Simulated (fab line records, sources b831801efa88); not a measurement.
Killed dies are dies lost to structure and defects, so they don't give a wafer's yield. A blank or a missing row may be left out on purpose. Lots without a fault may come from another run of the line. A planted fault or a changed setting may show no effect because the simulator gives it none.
A struck lot beside a sound one | flow sky130 | 15 steps out of a route of 708
Sound: wafers L555.2, L555.3, L555.5. Struck: wafers L571.1, L571.2, L571.4. The cause comes at the end.
At each step with rows: each side's tool, then ch and its chambers, then its first start. Under that, the readings that differ: sound wafers | struck wafers | difference of the means | sigmas: that difference in standard deviations of wafers without a fault.
alike: readings whose means differ by less than 2 such deviations, and words and numbers that are the same on both sides. not compared: withheld readings, readings that some wafer has no value for, bounds like >300 that may hide the same value, and numbers for which the record gives no deviation and whose values overlap.
The two part at a step that has a row with sigmas, a row that says differs or no value, or rows on one side only. Numbers that don't overlap but have no deviation are shown without sigmas and don't part them. A reading that every wafer of one side lacks parts them only if that side has two wafers or more.

SKY_PWDE_STRIP_09: strips in O2/N2.
  sound on plasma_asher-04 ch 0,1, day 5 01:09; struck on plasma_asher-02 ch 0,1, day 8 09:29
  alike: drypump_motor_current_A, oes_product_au, strip_time_to_endpoint_s
  not compared: rf_hours_counter_h
SKY_PWDE_TW_MEAS_10:
  sound on film_metro-01, day 5 01:16; struck on film_metro-01, day 8 09:35
  alike: PWDE_TW
then, 7 steps without rows for these wafers: SKY_NWELL_DEHYDRATE_03 (time 60 s); SKY_NWELL_HMDS_04 (prime time 60 s); SKY_NWELL_COAT_05 (resist thk 3000 nm); SKY_NWELL_SOFTBAKE_06; SKY_NWELL_EXPOSE_07 (exposes mask NWM, target cd 840 nm); SKY_NWELL_PEB_08; SKY_NWELL_DEVELOP_09 (develop time 60 s).
SKY_NWELL_OVL_MEAS_10:
  sound on overlay-02, day 5 19:01; struck on overlay-02, day 9 07:16
  alike: NWELL_00_OVL
then, 2 steps without rows for these wafers: SKY_NWELL_IMPLANT_11; SKY_NWELL_IMPLANT_12.
SKY_NWELL_IMPLANT_13:
  sound on implanter-02 ch 0, day 5 19:22; struck on implanter-02 ch 0, day 9 07:35
  reading            | sound                         | struck                       | difference | sigmas
  dose_ions_cm2      | 7.014e+11 7.003e+11 6.997e+11 | 6.582e+11 6.571e+11 6.59e+11 | -4.237e+10 | -56
  faraday_current_uA | 3.86 4.04 3.96                | 3.73 3.76 3.77               | -0.20      | -3
  alike: beam_energy_keV
SKY_NWELL_STRIP_14: strips in O2/N2.
  sound on plasma_asher-02 ch 0,1, day 5 19:30; struck on plasma_asher-02 ch 0,1, day 9 07:44
  alike: drypump_motor_current_A, oes_product_au, strip_time_to_endpoint_s
  not compared: rf_hours_counter_h
-- the record jumps here: 41 days lie between the struck wafers' starts before and after (it left off in module NWELL and takes up again in module PAD_OPEN, whose first step shown is number 708 of the route) --
SKY_PAD_OPEN_PROBE_99:
  sound on prober-02, day 46 23:14; struck on prober-02, day 50 07:20
  alike: killed_at_M0_to_M3, killed_at_M4_up, killed_at_contacts, killed_at_front_end, killed_at_other, killed_dies, killed_open, killed_short

WHERE THEY PART
Only at SKY_NWELL_IMPLANT_13, within this record. Later steps at which nothing parts them and some readings are alike: SKY_NWELL_STRIP_14, SKY_PAD_OPEN_PROBE_99.

WHY: what the simulator had put in
Process parameter drift: implanter-02, from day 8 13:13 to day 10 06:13, at SKY_NWELL_IMPLANT_13. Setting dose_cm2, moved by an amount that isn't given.
